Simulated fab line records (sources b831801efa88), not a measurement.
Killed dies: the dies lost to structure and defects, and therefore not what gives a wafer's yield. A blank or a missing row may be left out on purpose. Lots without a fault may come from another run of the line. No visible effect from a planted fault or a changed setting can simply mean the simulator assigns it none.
Problem report, 8D (eight disciplines) form, completed by code ; flow sky130 ; the parts of the form that need people (team, actions taken, sign-off) are left out

## 1. THE PROBLEM
strip time to endpoint s at SKY_METAL2_STRIP_20 reads a mean of 3.20 s on 5 wafers of 3 lots; wafers without a fault read 2.69 s with a standard deviation of 0.039. Measured from the usual mean, that is +13 standard deviations.
The step: strips in O2/N2.
Seen first at day 38 01:27 on plasma asher-04, wafer L776.2. The record has a number at this step for 45 wafers belonging to 15 lots. By rule, "out" or "out of limits" means more than 4 standard deviations away from the usual mean. The rest of the wafers with a number are treated as sound.

## 2. WHAT IT IS, WHAT IT ISN'T
question;is;is not
which readings at this step;strip time to endpoint s;drypump motor current A
which lots;L776, L778, L779;L767, L768, L769, L771, L772, L773, L774, L777, L780, L786, L788, L790
which wafers of those lots;L776.2, L776.4, L778.2, L778.4, L779.2;L776.6, L778.5, L779.3, L779.6
read on which tools;plasma asher-04;plasma asher-02, plasma asher-03
when;from day 38 01:27;"up to then (22 sound wafers); but 18 sound wafers of L777, L778, L779, L780, L786, L788, L790 came after"

## 3. THE SUSPECTS, EACH WITH WHAT RULES IT OUT
Counting: any tool at a process step up to the reading remains a suspect provided it ran every lot that is out. Sound lots after the first of them don't rule it out here, since some wafers of a struck lot are sound.
- rie metal-01 at SKY_METAL2_METAL_ETCH_19 (etches the open film in Cl2/BCl3, stops on SiO2, target depth 360 nm, time 78 s): kept. It processed each lot that is out (first: L776, day 38 01:22); up to then, its last sound lot is L774 (day 37 11:17).
- plasma asher-04 at SKY_METAL2_STRIP_20 (strips in O2/N2): kept. It processed each lot that is out (first: L776, day 38 01:27); up to then, its last sound lot is L774 (day 37 11:22). Out on those wafers are its own readings of strip time to endpoint s.
What counting leaves: rie metal-01 at SKY_METAL2_METAL_ETCH_19 and plasma asher-04 at SKY_METAL2_STRIP_20.

## 4. THE CAUSE (what the simulator had put in)
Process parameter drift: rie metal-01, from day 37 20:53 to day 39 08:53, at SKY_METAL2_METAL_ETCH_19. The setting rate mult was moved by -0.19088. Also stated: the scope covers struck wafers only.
This tool is one of the 2 suspects left after counting.

## 5. SEQUENCE OF EFFECTS, ordered by route
Rows list readings where the struck wafers' mean (over those with a number) sits beyond 3 standard deviations from the usual. Scope: only readings with a usual standard deviation given in the record; hours: median across lots of the time from each lot's start at the first step in this table that gives one to its start at this step; sigmas: change in usual standard deviations.
hours;step;reading;usual;on struck wafers;change;sigmas
0;SKY_METAL2_STRIP_20;oes product au;0.343 a.u.;0.363;+0.020;+3.8
0;SKY_METAL2_STRIP_20;strip time to endpoint s;2.69 s;3.20;+0.51;+13
Process steps it contains:
- SKY_METAL2_STRIP_20: strips in O2/N2.

## 6. HOW IT WOULD HAVE BEEN CAUGHT EARLIER
First out-of-limits reading in this record: day 38 01:27, which is 5 hours after fault onset at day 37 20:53.
No tool reading at SKY_METAL2_METAL_ETCH_19 that has a usual standard deviation in the record was out on any struck wafer, so an alarm limit of 4 standard deviations on those readings would not have fired.
L778, L779, from the lots that are out (3), started SKY_METAL2_METAL_ETCH_19 on rie metal-01 later than day 38 01:27. A hold on the tool at that time would have spared those 2.
